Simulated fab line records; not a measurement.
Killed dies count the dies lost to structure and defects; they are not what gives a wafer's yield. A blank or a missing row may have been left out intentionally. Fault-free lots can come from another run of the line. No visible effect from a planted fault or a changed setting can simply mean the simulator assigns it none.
What tool caused it? :: flow sky130 :: 7 lots with 21 wafers sampled at 2 steps, on a route of 708 steps

WHAT THE GAUGES SHOWED, per wafer
SKY_SONOS_TUNNEL_CD_MEAS_07 targets a cd of 410 nm.
lot: L747
measured: day 12 10:06
on: cd_sem-01
cd_nm (nm): 407.1 410.5 408.8

lot: L750
measured: day 13 08:56
on: cd_sem-02
cd_nm (nm): 415.5 414.8 413.3

lot: L752
measured: day 13 19:48
on: cd_sem-01
cd_nm (nm): 409.5 409.2 410.5

lot: L754
measured: day 14 18:05
on: cd_sem-01
cd_nm (nm): 406.6 406.7 405.8

lot: L756
measured: day 15 06:11
on: cd_sem-01
cd_nm (nm): 410.2 411.4 410.5

lot: L766
measured: day 18 20:16
on: cd_sem-02
cd_nm (nm): 421.0 421.1 419.8

lot: L768
measured: day 19 14:51
on: cd_sem-01
cd_nm (nm): 410.1 411.7 411.3

EACH LOT AND THE TOOL THAT RAN IT (in order: tool; ch and the chambers of the sampled wafers; start)
lot: L747
SKY_SONOS_TUNNEL_DEVELOP_06: litho_track-02 ch 0, day 12 09:58

lot: L750
SKY_SONOS_TUNNEL_DEVELOP_06: litho_track-03 ch 0, day 13 08:47

lot: L752
SKY_SONOS_TUNNEL_DEVELOP_06: litho_track-02 ch 0, day 13 19:40

lot: L754
SKY_SONOS_TUNNEL_DEVELOP_06: litho_track-01 ch 0, day 14 17:56

lot: L756
SKY_SONOS_TUNNEL_DEVELOP_06: litho_track-02 ch 0, day 15 06:02

lot: L766
SKY_SONOS_TUNNEL_DEVELOP_06: litho_track-03 ch 0, day 18 20:07

lot: L768
SKY_SONOS_TUNNEL_DEVELOP_06: litho_track-02 ch 0, day 19 14:43
- SKY_SONOS_TUNNEL_DEVELOP_06: develop time 60 s.

THE ANSWER, worked out from the rows above alone
Rule: usual is defined by the lots themselves. The widest of any qualifying gaps counts: lots, ordered by their means at a reading, are off when they make up no more than a third of the lots, leave a main group of 4 or more, and stand apart from it by 3 or more times the standard deviation of that group's means. A main group is skipped when, at the precision printed for the reading in the tables above, its means are all equal. A lot without any number at a reading at which 4 lots or more have one is off too. The other lots that the step has rows for count as sound.
No lot is off at any reading shown: from this, nothing can be told.

WHAT HAD BEEN PUT IN BY THE SIMULATOR
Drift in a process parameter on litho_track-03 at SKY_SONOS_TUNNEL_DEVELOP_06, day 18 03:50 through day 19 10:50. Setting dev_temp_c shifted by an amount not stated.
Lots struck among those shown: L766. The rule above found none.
